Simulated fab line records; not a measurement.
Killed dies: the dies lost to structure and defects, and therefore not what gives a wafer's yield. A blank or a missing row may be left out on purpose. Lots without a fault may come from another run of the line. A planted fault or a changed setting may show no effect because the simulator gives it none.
Which of the tools did it?	flow sfqLine	14 lots, 42 wafers sampled, at 6 steps of a route of 325

== WHAT THE GAUGES SHOWED, per wafer ==
SFQ_M8_RS_MEAS_949: a four-point-probe measurement. Usual: M8_AU_RS typically reads 0.1534 ohm/sq, with standard deviation 0.0018.
lot	measured	on	M8_AU_RS (ohm/sq)	flag
L290	day 80 13:52	filmMetro-04	0.1524 0.1535 0.1529	
L291	day 83 18:26	filmMetro-04	0.1538 0.1516 0.1524	
L296	day 88 04:09	filmMetro-04	0.1526 0.1526 0.1519	
L298	day 88 19:41	filmMetro-03	0.1270 0.1294 0.1528	OFF
L300	day 89 09:55	filmMetro-01	0.1518 0.1320 0.1524	OFF
L303	day 89 18:29	filmMetro-01	0.1530 0.1530 0.1516	
L305	day 90 06:37	filmMetro-01	0.1529 0.1525 0.1537	
L307	day 93 10:40	filmMetro-01	0.1528 0.1537 0.1521	
L308	day 93 17:04	filmMetro-01	0.1526 0.1513 0.1546	
L309	day 94 02:40	filmMetro-04	0.1549 0.1550 0.1556	
L310	day 94 12:17	filmMetro-04	0.1531 0.1554 0.1524	
L311	day 95 11:29	filmMetro-01	0.1526 0.1532 0.1530	
L312	day 95 14:55	filmMetro-03	0.1558 0.1550 0.1555	
L313	day 95 16:05	filmMetro-03	0.1540 0.1547 0.1540	

SFQ_M8_THK_MEAS_950: measures by xrf. Usual: M8_AU_THK typically reads 175.4 nm, with standard deviation 2.3.
lot	measured	on	M8_AU_THK (nm)	flag
L290	day 80 13:59	filmMetro-04	177.5 176.8 176.2	
L291	day 83 18:32	filmMetro-04	175.8 178.9 177.1	
L296	day 88 04:14	filmMetro-04	177.2 175.8 177.6	
L298	day 88 19:49	filmMetro-03	212.6 209.0 178.1	OFF
L300	day 89 10:01	filmMetro-01	176.8 201.7 175.8	OFF
L303	day 89 18:37	filmMetro-01	175.3 175.9 177.4	
L305	day 90 06:44	filmMetro-01	174.9 175.7 174.8	
L307	day 93 10:46	filmMetro-01	175.2 174.2 176.0	
L308	day 93 17:11	filmMetro-01	175.9 177.0 173.7	
L309	day 94 02:47	filmMetro-04	173.4 173.4 172.3	
L310	day 94 12:24	filmMetro-04	176.4 174.1 176.4	
L311	day 95 11:36	filmMetro-01	175.1 173.5 174.5	
L312	day 95 15:01	filmMetro-03	172.9 173.9 174.1	
L313	day 95 16:12	filmMetro-03	176.0 175.2 174.4	

== EACH LOT AND THE TOOL THAT RAN IT (in order: tool; ch and the chambers of the sampled wafers; start) ==
lot	SFQ_TRILAYER_R5_BARC_OPEN_METAL_ETCH_177	SFQ_TRILAYER_I6_VIA_BARC_OPEN_VIA_ETCH_235	SFQ_TRILAYER_I6_VIA_STRIP_STRIP_173	SFQ_TRILAYER_M8_DEP_EVAP_196
L290	rieMetal-02 ch 0,1, day 61 05:26	rieDiel-02 ch 0,1,2, day 67 22:44	rieMetal-02 ch 0,1, day 67 22:54	pvdSputter-01, day 80 13:20
L291	rieMetal-03 ch 0,1, day 61 09:52	rieDiel-04 ch 1,3, day 75 05:20	rieMetal-04 ch 0, day 75 05:53	pvdSputter-02, day 83 17:53
L296	rieMetal-03 ch 0,1, day 67 10:12	rieDiel-03 ch 0,1, day 80 21:08	rieMetal-02 ch 0,1, day 80 21:29	pvdSputter-01, day 88 03:34
L298	rieMetal-03 ch 1, day 68 02:59	rieDiel-03 ch 0,1,2, day 81 15:55	rieMetal-02 ch 0,1, day 81 16:04	pvdSputter-01, day 88 19:10
L300	rieMetal-02 ch 0,1, day 68 23:31	rieDiel-03 ch 2,3, day 82 09:55	rieMetal-02 ch 0,1, day 82 10:20	pvdSputter-01, day 89 09:21
L303	rieMetal-03 ch 0,1, day 73 11:20	rieDiel-04 ch 1,2,3, day 82 23:52	rieMetal-03 ch 0,1, day 83 00:01	pvdSputter-02, day 89 17:58
L305	rieMetal-02 ch 0,1, day 73 18:32	rieDiel-02 ch 0,2,3, day 83 10:40	rieMetal-04 ch 0,1, day 83 10:49	pvdSputter-02, day 90 06:06
L307	rieMetal-04 ch 0,1, day 73 23:20	rieDiel-02 ch 0,1,3, day 83 22:40	rieMetal-02 ch 0,1, day 83 22:49	pvdSputter-02, day 93 10:07
L308	rieMetal-04 ch 0,1, day 74 00:40	rieDiel-03 ch 0,3, day 84 01:04	rieMetal-04 ch 0,1, day 84 01:13	pvdSputter-01, day 93 16:33
L309	rieMetal-03 ch 0,1, day 74 01:52	rieDiel-02 ch 1,2, day 84 07:04	rieMetal-03 ch 0,1, day 84 07:13	pvdSputter-02, day 94 02:09
L310	rieMetal-02 ch 1, day 74 04:16	rieDiel-03 ch 1,2, day 84 10:40	rieMetal-02 ch 0, day 84 10:49	pvdSputter-01, day 94 11:45
L311	rieMetal-03 ch 0,1, day 74 21:04	rieDiel-03 ch 0,2,3, day 85 02:19	rieMetal-04 ch 0,1, day 85 02:28	pvdSputter-02, day 95 10:58
L312	rieMetal-04 ch 0, day 75 00:43	rieDiel-04 ch 1,2,3, day 85 05:52	rieMetal-03 ch 0,1, day 85 06:13	pvdSputter-01, day 95 14:22
L313	rieMetal-02 ch 0,1, day 75 04:16	rieDiel-03 ch 2,3, day 85 07:04	rieMetal-04 ch 0,1, day 85 07:13	pvdSputter-02, day 95 15:34
- SFQ_TRILAYER_R5_BARC_OPEN_METAL_ETCH_177: etches BARC in O2, target depth 125 nm, time 41.7 s.
- SFQ_TRILAYER_I6_VIA_BARC_OPEN_VIA_ETCH_235: etches BARC in O2, target depth 125 nm, time 41.7 s.
- SFQ_TRILAYER_I6_VIA_STRIP_STRIP_173: strips in O2.
- SFQ_TRILAYER_M8_DEP_EVAP_196: material Au, target thk 180 nm, time 900 s.

== WHAT THE TOOLS THEMSELVES READ (means of the sampled wafers that have a number; where no wafer has one, the mark that the record gives instead) ==
SFQ_TRILAYER_R5_BARC_OPEN_METAL_ETCH_177. Usual: drypumpMotorCurrentA 5.7 A, standard deviation 0.42; oesProductAu 0.685 a.u., standard deviation 0.0044.
lot	tool	drypumpMotorCurrentA (A)	oesProductAu (a.u.)	flag
L290	rieMetal-02	6.0	0.683	
L291	rieMetal-03	5.4	0.682	
L296	rieMetal-03	5.3	0.685	
L298	rieMetal-03	5.3	0.683	
L300	rieMetal-02	6.0	0.681	
L303	rieMetal-03	5.3	0.691	
L305	rieMetal-02	5.7	0.683	
L307	rieMetal-04	6.2	0.685	
L308	rieMetal-04	6.2	0.691	
L309	rieMetal-03	5.3	0.685	
L310	rieMetal-02	6.3	0.679	
L311	rieMetal-03	5.3	0.686	
L312	rieMetal-04	6.2	0.686	
L313	rieMetal-02	5.7	0.685	

SFQ_TRILAYER_I6_VIA_BARC_OPEN_VIA_ETCH_235. Usual: drypumpMotorCurrentA 5.6 A, standard deviation 0.43; oesProductAu 0.684 a.u., standard deviation 0.0043.
lot	tool	drypumpMotorCurrentA (A)	oesProductAu (a.u.)	flag
L290	rieDiel-02	5.5	0.688	
L291	rieDiel-04	5.1	0.678	
L296	rieDiel-03	5.7	0.684	
L298	rieDiel-03	5.7	0.689	
L300	rieDiel-03	5.8	0.682	
L303	rieDiel-04	5.1	0.684	
L305	rieDiel-02	5.6	0.686	
L307	rieDiel-02	5.9	0.685	
L308	rieDiel-03	5.8	0.683	
L309	rieDiel-02	5.4	0.685	
L310	rieDiel-03	5.7	0.685	
L311	rieDiel-03	5.7	0.683	
L312	rieDiel-04	5.1	0.686	
L313	rieDiel-03	5.6	0.685	

SFQ_TRILAYER_I6_VIA_STRIP_STRIP_173. Usual: drypumpMotorCurrentA 5.8 A, standard deviation 0.42; oesProductAu 1.001 a.u., standard deviation 0.0084.
lot	tool	drypumpMotorCurrentA (A)	oesProductAu (a.u.)	flag
L290	rieMetal-02	5.7	1.007	
L291	rieMetal-04	6.2	1.019	
L296	rieMetal-02	6.0	1.000	
L298	rieMetal-02	5.7	1.006	
L300	rieMetal-02	6.0	0.996	
L303	rieMetal-03	5.4	0.997	
L305	rieMetal-04	6.1	0.999	
L307	rieMetal-02	5.9	1.008	
L308	rieMetal-04	6.1	1.000	
L309	rieMetal-03	5.3	0.991	
L310	rieMetal-02	5.4	1.005	
L311	rieMetal-04	6.1	1.012	
L312	rieMetal-03	5.3	0.997	
L313	rieMetal-04	6.1	1.005	

== THE ANSWER, worked out from the rows above alone ==
Rule: a lot is off if the mean of its wafers that have a number lies more than 3 standard deviations from the usual mean. Also off: a lot with no number at a reading for which 4 or more lots have one. Any other lot the step has rows for is counted as sound. Order of review: gauges by route order, followed by the tools' own readings, for which a lot's mean as printed above is used. The first step at which some lot is off is used, and at that step the reading that is off furthest; a lot without a number counts as furthest.
Off: at SFQ_M8_RS_MEAS_949 (M8_AU_RS), L298, L300.
If a tool, at a process step before that reading, ran all the lots that are off and no sound lot after the first of them, it fits. The gauges at SFQ_M8_RS_MEAS_949 are tried like those tools. No candidate that was tried fits.

== WHAT THE SIMULATOR PUT IN ==
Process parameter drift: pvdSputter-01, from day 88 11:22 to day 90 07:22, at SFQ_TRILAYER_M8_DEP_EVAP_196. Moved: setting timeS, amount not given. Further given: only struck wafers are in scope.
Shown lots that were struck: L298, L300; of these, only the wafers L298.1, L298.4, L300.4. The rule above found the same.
